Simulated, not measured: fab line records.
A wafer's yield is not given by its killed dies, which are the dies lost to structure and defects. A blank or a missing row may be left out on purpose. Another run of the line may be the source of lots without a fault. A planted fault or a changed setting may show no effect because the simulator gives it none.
Chamber matching | flow gf180mcu | 4 sister chambers for GF_STI_CMP_25 on cmp-01
The step polishes, stops on Si3N4, t overpolish 33 s, target thk 524.6 nm. 16 wafers are shown with their chamber, then 8 later ones without.

== WAFERS PAIRED WITH THEIR CHAMBERS ==
wafer  | chamber | motor current A (A) | time to endpoint s (s) | overpolish run s (s)
L114.2 | 1       | 12.0                | 121                    | 32.997
L114.4 | 3       | 10.4                | 120                    | 33.004
L114.6 | 2       | 12.6                | 112                    | 32.988
L116.1 | 0       | 13.9                | 124                    | 33.000
L116.3 | 3       | 10.8                | 123                    | 33.003
L116.6 | 1       | 11.8                | 124                    | 32.990
L120.2 | 0       | 13.7                | 128                    | 33.023
L120.3 | 3       | 11.4                | 123                    | 33.003
L120.6 | 2       | 12.2                | 125                    | 33.000
L122.1 | 2       | 13.0                | 110                    | 33.005
L122.5 | 1       | 12.1                | 112                    | 32.995
L122.6 | 0       | 14.4                | 116                    | 33.002
L130.3 | 3       | 11.0                | 118                    | 33.016
L130.5 | 2       | 12.7                | 118                    | 33.006
L130.6 | 1       | 12.1                | 116                    | 32.986
L132.1 | 1       | 12.2                | 118                    | 33.021

SIGNATURES, as means of the wafers listed above
reading            | chamber 0 | chamber 1 | chamber 2 | chamber 3 | scatter within a chamber
motor current A    | 14.000    | 12.040    | 12.625    | 10.900    | 0.316
time to endpoint s | 122.67    | 118.20    | 116.25    | 121.00    | 5.12
overpolish run s   | 33.00833  | 32.99780  | 32.99975  | 33.00650  | 0.0108
Rule: for a wafer and a chamber, the distance is found by dividing, reading by reading, the gap between the wafer's reading and the chamber's mean by the reading's scatter, squaring, summing and taking the root. If the next closest chamber is less than 2 further off than the closest, the wafer can't be placed; otherwise it belongs to the closest. The scatter: take each reading less its chamber's mean, square it, sum over the shown wafers, divide by the number of wafers less the number of chambers, and take the root.

== WAFERS MISSING THEIR CHAMBER ==
wafer  | motor current A (A) | time to endpoint s (s) | overpolish run s (s)
L132.2 | 11.1                | 115                    | 32.995
L132.5 | 13.1                | 115                    | 32.999
L133.3 | 12.7                | 120                    | 32.988
L133.4 | 14.4                | 125                    | 32.994
L133.5 | 14.5                | 124                    | 32.994
L135.1 | 12.2                | 118                    | 32.992
L135.2 | 11.0                | 125                    | 32.993
L135.4 | 13.6                | 123                    | 32.993

== WHICH CHAMBER EACH WENT THROUGH ==
wafer  | from the rows above          | in truth
L132.2 | can't be placed: 3 or 1      | 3
L132.5 | can't be placed: 2 or 0 or 1 | 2
L133.3 | can't be placed: 2 or 1      | 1
L133.4 | 0                            | 0
L133.5 | 0                            | 0
L135.1 | can't be placed: 1 or 2      | 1
L135.2 | 3                            | 3
L135.4 | can't be placed: 0 or 2      | 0
Placed correctly: 3 of 8. These rows do not allow placing 5 (true chamber among the candidates in 5). Number placed wrongly: 0.
